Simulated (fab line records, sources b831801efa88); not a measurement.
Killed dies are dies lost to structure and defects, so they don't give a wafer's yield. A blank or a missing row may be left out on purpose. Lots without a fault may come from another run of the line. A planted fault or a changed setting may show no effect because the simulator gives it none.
Which tool did it? | flow sky130 | 11 lots, 33 wafers sampled, at 5 steps of a route of 708

WHAT THE GAUGES READ, wafer by wafer
SKY_LI_CONTACT_BOW_MEAS_03.
lot  | measured     | on            | LI_CONTACT_BOW (um)
L544 | day 27 19:43 | film_metro-01 | 53 46 53
L545 | day 28 08:50 | film_metro-04 | 46 47 46
L548 | day 29 12:09 | film_metro-01 | 53 62 50
L549 | day 30 00:04 | film_metro-04 | 53 52 60
L551 | day 30 17:42 | film_metro-03 | 71 51 50
L555 | day 32 01:47 | film_metro-04 | 48 48 56
L556 | day 32 06:43 | film_metro-01 | 55 72 62
L558 | day 32 17:18 | film_metro-01 | 64 60 55
L562 | day 34 02:49 | film_metro-04 | 53 58 49
L564 | day 34 16:30 | film_metro-03 | 61 51 46
L566 | day 35 13:32 | film_metro-03 | 54 57 62

SKY_LI_CONTACT_OVL_MEAS_13.
lot  | measured     | on         | LI_CONTACT_OVL (nm)
L544 | day 29 00:33 | overlay-01 | 4 -4 2
L545 | day 29 13:33 | overlay-02 | -3 4 -2
L548 | day 30 17:25 | overlay-02 | 4 6 1
L549 | day 31 04:41 | overlay-01 | 9 11 9
L551 | day 31 21:42 | overlay-01 | -7 -9 -1
L555 | day 33 04:31 | overlay-01 | 6 10 6
L556 | day 33 09:55 | overlay-02 | -3 -8 -8
L558 | day 33 20:07 | overlay-02 | -4 -10 0
L562 | day 35 05:23 | overlay-01 | 0 0 -3
L564 | day 35 19:25 | overlay-02 | 6 4 2
L566 | day 36 15:29 | overlay-01 | -5 -8 -7

SKY_LI_CONTACT_RS_MEAS_22: measures by four-point-probe.
lot  | measured     | on            | LI_CONTACT_W_RS (ohm/sq)
L544 | day 29 01:16 | film_metro-01 | 0.291 0.289 0.287
L545 | day 29 14:17 | film_metro-01 | 0.290 0.289 0.287
L548 | day 30 18:09 | film_metro-03 | 0.292 0.290 0.290
L549 | day 31 05:24 | film_metro-04 | 0.288 0.287 0.285
L551 | day 31 22:25 | film_metro-01 | 0.288 0.290 0.287
L555 | day 33 05:16 | film_metro-03 | 0.287 0.285 0.286
L556 | day 33 10:40 | film_metro-04 | 0.273 0.283 0.276
L558 | day 33 21:02 | film_metro-01 | 0.269 0.268 0.281
L562 | day 35 06:06 | film_metro-01 | 0.291 0.292 0.370 0.291 0.291 0.370
L564 | day 35 20:20 | film_metro-01 | 0.381 0.381 0.288 0.381 0.381 0.288
L566 | day 36 16:13 | film_metro-01 | 0.273 0.284 0.272

SKY_LI_CONTACT_THK_MEAS_23: measures by xrf.
lot  | measured     | on            | LI_CONTACT_W_THK (nm)
L544 | day 29 01:23 | film_metro-01 | 373 375 377
L545 | day 29 14:23 | film_metro-01 | 371 376 378
L548 | day 30 18:15 | film_metro-03 | 372 374 375
L549 | day 31 05:31 | film_metro-04 | 382 384 385
L551 | day 31 22:32 | film_metro-01 | 379 376 383
L555 | day 33 05:22 | film_metro-03 | 380 383 384
L556 | day 33 10:46 | film_metro-04 | 398 384 395
L558 | day 33 21:08 | film_metro-01 | 408 402 386
L562 | day 35 07:17 | film_metro-01 | 376 376 299 376 376 299
L564 | day 35 21:32 | film_metro-01 | 290 291 380 291 291 383
L566 | day 36 16:20 | film_metro-01 | 398 382 398

WHICH TOOL RAN EACH LOT (tool, then ch and the chambers of the sampled wafers, then the start)
lot  | SKY_LI_CONTACT_CVD_21
L544 | cvd_w-01 ch 0,1, day 29 01:09
L545 | cvd_w-01 ch 0,1, day 29 14:08
L548 | cvd_w-02 ch 0,1, day 30 18:02
L549 | cvd_w-02 ch 0,1, day 31 05:16
L551 | cvd_w-01 ch 0,1, day 31 22:18
L555 | cvd_w-01 ch 0,1, day 33 05:07
L556 | cvd_w-02 ch 0,1, day 33 10:33
L558 | cvd_w-02 ch 0,1, day 33 20:55
L562 | cvd_w-01 ch 0,1, day 35 05:58
L564 | cvd_w-01 ch 0,1, day 35 20:13
L566 | cvd_w-02 ch 0,1, day 36 16:05
- SKY_LI_CONTACT_CVD_21: deposits W, target thk 400 nm, time 120.56 s.

WHAT THE TOOLS THEMSELVES READ (means of the sampled wafers that have a number; where no wafer has one, the mark that the record gives instead)
SKY_LI_CONTACT_CVD_21.
lot  | tool     | chamber_pressure_Torr (Torr) | heater_power_w (W)
L544 | cvd_w-01 | 39.89                        | 780
L545 | cvd_w-01 | 39.99                        | 755
L548 | cvd_w-02 | 39.92                        | 875
L549 | cvd_w-02 | 39.99                        | 886
L551 | cvd_w-01 | 39.86                        | 795
L555 | cvd_w-01 | 40.02                        | 796
L556 | cvd_w-02 | 40.02                        | 885
L558 | cvd_w-02 | 39.94                        | 870
L562 | cvd_w-01 | 34.51                        | 772
L564 | cvd_w-01 | 29.01                        | 778
L566 | cvd_w-02 | 40.07                        | 902

THE ANSWER, worked out from the rows above alone
Rule: what is usual is taken from the lots themselves. Put in order of their means at a reading, lots are off if they are a third of the lots or fewer, leave a main group of 4 or more, and stand apart from it by a gap of 3 or more times the standard deviation of the main group's means; of several such gaps the widest counts. A main group whose means are all the same, to the digits that the tables above print for the reading, isn't used. A lot without any number at a reading at which 4 lots or more have one is off too. The other lots that the step has rows for count as sound. The gauges are gone through in route order, then the tools' own readings, and for those a lot's mean is taken as printed above. The first step at which some lot is off is used, and at that step the reading that is off furthest; a lot without a number counts as furthest.
Off: L562, L564, at SKY_LI_CONTACT_RS_MEAS_22 (LI_CONTACT_W_RS). The main group: mean 0.284 ohm/sq, standard deviation 0.0063.
A tool fits if, at a process step before that reading, it ran every lot that is off, and no sound lot after the first of them. The gauges at SKY_LI_CONTACT_RS_MEAS_22 aren't tried: what is off there is off at SKY_LI_CONTACT_CVD_21 too, on other tools, and a gauge's error can't cause that. One fits: cvd_w-01 at SKY_LI_CONTACT_CVD_21. Its last sound lot is L555 (day 33 05:07), its first lot that is off L562 (day 35 05:58): a fault that began between those two fits.
The tool's own readings at SKY_LI_CONTACT_CVD_21 bear it out: on the lots that are off they differ by more than 5 times the standard deviation of the sound lots' means. chamber_pressure_Torr reads 31.76 Torr there against 39.97 Torr on the sound lots.

WHAT THE SIMULATOR HAD PUT IN
Process parameter drift: cvd_w-01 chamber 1, from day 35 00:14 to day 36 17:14, at SKY_LI_CONTACT_CVD_21. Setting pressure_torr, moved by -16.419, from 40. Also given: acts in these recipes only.
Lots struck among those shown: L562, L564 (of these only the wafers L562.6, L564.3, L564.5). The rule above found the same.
